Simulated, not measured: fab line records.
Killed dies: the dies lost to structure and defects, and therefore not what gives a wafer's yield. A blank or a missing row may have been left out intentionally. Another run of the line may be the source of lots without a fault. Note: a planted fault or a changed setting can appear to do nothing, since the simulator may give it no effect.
Which tool was responsible? ; flow gf180mcu ; 12 lots with 36 wafers sampled at 6 steps, on a route of 602 steps

WHAT EACH GAUGE READ, for each wafer
GF_M2_CD_MEAS_14: target cd 280 nm. Usual: cd nm reads 279.9 nm (standard deviation 1.2).
lot;measured;on;cd nm (nm);flag
L527;day 19 06:23;cd sem-02;279.2 279.2 278.7;
L534;day 22 04:42;cd sem-01;279.2 278.2 278.1;
L535;day 22 06:56;cd sem-02;281.5 281.9 280.8;
L536;day 23 04:24;cd sem-01;279.8 281.1 280.8;
L539;day 23 18:17;cd sem-01;278.9 279.9 279.3;
L541;day 24 11:16;cd sem-02;279.8 279.3 279.9;
L542;day 24 11:37;cd sem-01;279.4 278.9 280.3;
L544;day 25 01:14;cd sem-02;282.9 282.3 281.2;
L545;day 25 11:20;cd sem-02;280.7 278.9 279.9;
L546;day 26 01:33;cd sem-01;280.3 279.0 280.8;
L547;day 26 10:54;cd sem-01;280.0 281.6 281.6;
L549;day 26 19:25;cd sem-01;279.2 279.1 278.7;

GF_V2_BOW_MEAS_05. Usual: V2_BOW 100 um, standard deviation 7.7.
lot;measured;on;V2_BOW (um);flag
L527;day 19 07:54;film metro-04;97 92 92;
L534;day 22 06:07;film metro-03;87 104 103;
L535;day 22 08:25;film metro-04;100 88 99;
L536;day 23 05:47;film metro-04;92 91 98;
L539;day 23 19:45;film metro-04;85 94 100;
L541;day 24 12:47;film metro-01;107 105 105;
L542;day 24 13:00;film metro-01;101 111 109;
L544;day 25 02:37;film metro-03;103 96 106;
L545;day 25 12:43;film metro-04;102 110 94;
L546;day 26 02:56;film metro-04;104 116 107;
L547;day 26 12:19;film metro-04;80 87 105;
L549;day 26 20:49;film metro-01;96 94 102;

GF_V4_RS_MEAS_24: measures by four-point-probe. Usual: V4_W_RS 0.323 ohm/sq, standard deviation 0.0042.
lot;measured;on;V4_W_RS (ohm/sq);flag
L527;day 24 11:07;film metro-04;0.328 0.325 0.325;
L534;day 27 02:10;film metro-01;44.503 44.418 44.153;OFF
L535;day 27 03:48;film metro-01;45.026 44.856 44.886;OFF
L536;day 27 23:46;film metro-04;43.868 43.970 44.195;OFF
L539;day 28 11:28;film metro-03;0.323 0.325 0.317;
L541;day 29 02:47;film metro-01;0.326 0.327 0.324;
L542;day 29 03:10;film metro-04;0.322 0.325 0.321;
L544;day 29 15:43;film metro-04;0.322 0.332 0.323;
L545;day 29 23:54;film metro-01;0.328 0.328 0.328;
L546;day 30 12:46;film metro-01;0.325 0.324 0.324;
L547;day 30 20:39;film metro-04;0.322 0.319 0.328;
L549;day 31 03:10;film metro-04;0.332 0.326 0.326;

GF_V4_THK_MEAS_25: measures by xrf. Usual: V4_W_THK 349 nm, standard deviation 5.6.
lot;measured;on;V4_W_THK (nm);flag
L527;day 24 11:13;film metro-04;347 349 346;
L534;day 27 02:16;film metro-01;- - <0;OFF
L535;day 27 03:55;film metro-01;- <0 -;OFF
L536;day 27 23:53;film metro-04;<0 - <0;OFF
L539;day 28 11:35;film metro-03;342 341 348;
L541;day 29 02:53;film metro-01;343 340 347;
L542;day 29 03:16;film metro-04;352 347 352;
L544;day 29 15:50;film metro-04;350 342 349;
L545;day 30 00:00;film metro-01;343 341 343;
L546;day 30 12:53;film metro-01;347 346 345;
L547;day 30 20:46;film metro-04;357 360 346;
L549;day 31 03:16;film metro-04;343 350 350;

WHAT TOOL EACH LOT RAN ON (gives the tool, then ch and the chambers of the sampled wafers, and finally the start)
lot;GF_V4_ETCH_17;GF_V4_CVD_23
L527;rie diel-02 ch 0,1,3, day 24 11:00 or earlier;cvd w-01 ch 0,1, day 24 11:00
L534;rie diel-04 ch 1,2, day 27 02:02 or earlier;cvd w-01 ch 0,1, day 27 02:02
L535;rie diel-04 ch 0,1, day 27 03:41 or earlier;cvd w-02 ch 0,1, day 27 03:41
L536;rie diel-03 ch 0,3, day 27 23:38 or earlier;cvd w-01 ch 0,1, day 27 23:38
L539;rie diel-02 ch 0,1,3, day 28 11:21 or earlier;cvd w-02 ch 0,1, day 28 11:21
L541;rie diel-04 ch 0,1,2, day 29 02:38 or earlier;cvd w-02 ch 0, day 29 02:38
L542;rie diel-03 ch 0, day 29 03:01 or earlier;cvd w-01 ch 0,1, day 29 03:01
L544;rie diel-03 ch 0,1, day 29 15:36 or earlier;cvd w-02 ch 0,1, day 29 15:36
L545;rie diel-04 ch 0,1,2, day 29 23:47 or earlier;cvd w-01 ch 0,1, day 29 23:47
L546;rie diel-04 ch 0,1, day 30 12:39 or earlier;cvd w-01 ch 0,1, day 30 12:39
L547;rie diel-03 ch 2,3, day 30 20:31 or earlier;cvd w-02 ch 0,1, day 30 20:31
L549;rie diel-02 ch 0,3, day 31 03:03 or earlier;cvd w-01 ch 0,1, day 31 03:03
- GF_V4_ETCH_17: etches SiO2 in C4F8/O2/Ar, stops on TiN, target depth 630 nm.
- GF_V4_CVD_23: deposits W, target thk 350 nm, time 104.9 s.

WHAT THE TOOLS THEMSELVES READ (means of the sampled wafers that have a number; where no wafer has one, the mark that the record gives instead)
GF_V4_ETCH_17. Usual: oes product au reads 0.856 a.u. (standard deviation 0.005).
lot;tool;oes product au (a.u.);flag
L527;rie diel-02;0.858;
L534;rie diel-04;0.862;
L535;rie diel-04;0.855;
L536;rie diel-03;0.857;
L539;rie diel-02;0.854;
L541;rie diel-04;0.856;
L542;rie diel-03;0.849;
L544;rie diel-03;0.855;
L545;rie diel-04;0.860;
L546;rie diel-04;0.852;
L547;rie diel-03;0.854;
L549;rie diel-02;0.859;

GF_V4_CVD_23. Usual: chamber pressure Torr 40.00 Torr, standard deviation 0.098; heater power outer w 541 W, standard deviation 62; heater power w 867 W, standard deviation 88.
lot;tool;chamber pressure Torr (Torr);heater power outer w (W);heater power w (W);flag
L527;cvd w-01;39.91;562;889;
L534;cvd w-01;-;-;-;OFF
L535;cvd w-02;-;-;-;OFF
L536;cvd w-01;-;-;-;OFF
L539;cvd w-02;40.18;561;892;
L541;cvd w-02;39.94;591;938;
L542;cvd w-01;39.97;507;837;
L544;cvd w-02;40.02;531;862;
L545;cvd w-01;40.01;508;820;
L546;cvd w-01;39.96;509;829;
L547;cvd w-02;40.08;531;851;
L549;cvd w-01;40.01;560;907;

THE ANSWER, worked out from the rows above alone
Rule: a lot is off if the mean of its wafers that have a number lies more than 3 standard deviations from the usual mean. A lot without any number at a reading at which 4 lots or more have one is off too. All remaining lots with rows at the step are treated as sound. The gauges are gone through in route order, then the tools' own readings, and for those a lot's mean is taken as printed above. At the first step where some lot is off, the reading lying furthest off is the one used; lots without a number count as furthest.
Off: L534, L535, L536, at GF_V4_RS_MEAS_24 (V4_W_RS).
If a tool, at a process step before that reading, ran all the lots that are off and no sound lot after the first of them, it fits. Not tried: the gauges at GF_V4_RS_MEAS_24; whatever is off there is also off at GF_V4_CVD_23, on other tools, and gauge error can't account for it. With no start given for some of its lots, GF_V4_ETCH_17 uses the hours and lot order of GF_V4_CVD_23. Of those tried, none fits.

WHAT THE SIMULATOR HAD INSERTED
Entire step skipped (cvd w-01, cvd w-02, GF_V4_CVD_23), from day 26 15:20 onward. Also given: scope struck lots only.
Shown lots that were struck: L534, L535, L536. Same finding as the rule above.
